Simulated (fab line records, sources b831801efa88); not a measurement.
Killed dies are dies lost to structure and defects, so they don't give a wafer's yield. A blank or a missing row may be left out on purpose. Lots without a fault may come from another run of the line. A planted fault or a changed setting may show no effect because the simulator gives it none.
A struck lot beside a sound one | flow gf180mcu | 14 steps out of a route of 602
Sound: wafers L568.1, L568.2, L568.6. Struck: wafers L573.2, L573.3, L573.5. The cause comes at the end.
At each step with rows: each side's tool, then ch and its chambers, then its first start. Under that, the readings that differ: sound wafers | struck wafers | difference of the means | sigmas: that difference in standard deviations of wafers without a fault.
alike: readings whose means differ by less than 2 such deviations, and words and numbers that are the same on both sides. not compared: withheld readings, readings that some wafer has no value for, bounds like >300 that may hide the same value, and numbers for which the record gives no deviation and whose values overlap.
The two part at a step that has a row with sigmas, a row that says differs or no value, or rows on one side only. Numbers that don't overlap but have no deviation are shown without sigmas and don't part them. A reading that every wafer of one side lacks parts them only if that side has two wafers or more.

GF_NSD_CD_MEAS_07: target cd 400 nm.
  sound on cd_sem-01, day 14 20:13; struck on cd_sem-01, day 16 06:35
  alike: cd_nm
GF_NSD_OVL_MEAS_08:
  sound on overlay-01, day 14 20:20; struck on overlay-01, day 16 06:42
  alike: NSD_OVL
then, 2 steps without rows for these wafers: GF_NSD_IMPLANT_09; GF_NSD_IMPLANT_10.
GF_NSD_STRIP_11: strips in O2/N2.
  sound on plasma_asher-03 ch 0,1, day 14 20:41; struck on plasma_asher-04 ch 0,1, day 16 07:02
  reading                     | sound       | struck      | difference | sigmas
  drypump_motor_current_A (A) | 5.5 5.5 5.5 | 6.6 6.3 6.6 | +1.0       | +2
  alike: heater_power_w, o2_flow_sccm, oes_product_au, strip_time_to_endpoint_s
  not compared: rf_hours_counter_h
GF_NSD_TW_MEAS_12:
  sound on film_metro-02, day 14 20:47; struck on film_metro-03, day 16 07:08
  alike: NSD_TW
then, 6 steps without rows for these wafers: GF_PSD_DEHYDRATE_00 (time 60 s); GF_PSD_HMDS_01 (prime time 60 s); GF_PSD_COAT_02 (resist thk 1000 nm); GF_PSD_SOFTBAKE_03 (time 60 s); GF_PSD_EXPOSE_04 (exposes mask Pplus, target cd 400 nm); GF_PSD_PEB_05.
GF_PSD_DEVELOP_06: develop time 60 s.
  sound on litho_track-03 ch 0, day 15 17:44; struck on litho_track-04, day 17 05:09
  no value came back on the struck wafers for chill_plate_temp_C (C), develop_time_s (s); on the sound wafers chill_plate_temp_C (C) reads 22.97 22.91 22.85
GF_PSD_CD_MEAS_07: target cd 400 nm.
  sound on cd_sem-01, day 15 17:53; struck on cd_sem-02, day 17 05:17
  reading    | sound             | struck | difference                    | sigmas
  cd_nm (nm) | 398.0 397.2 396.3 | - - -  | no value on the struck wafers |

WHERE THEY PART
First at GF_NSD_STRIP_11; last, within this record, at GF_PSD_CD_MEAS_07.

WHY: what the simulator had put in
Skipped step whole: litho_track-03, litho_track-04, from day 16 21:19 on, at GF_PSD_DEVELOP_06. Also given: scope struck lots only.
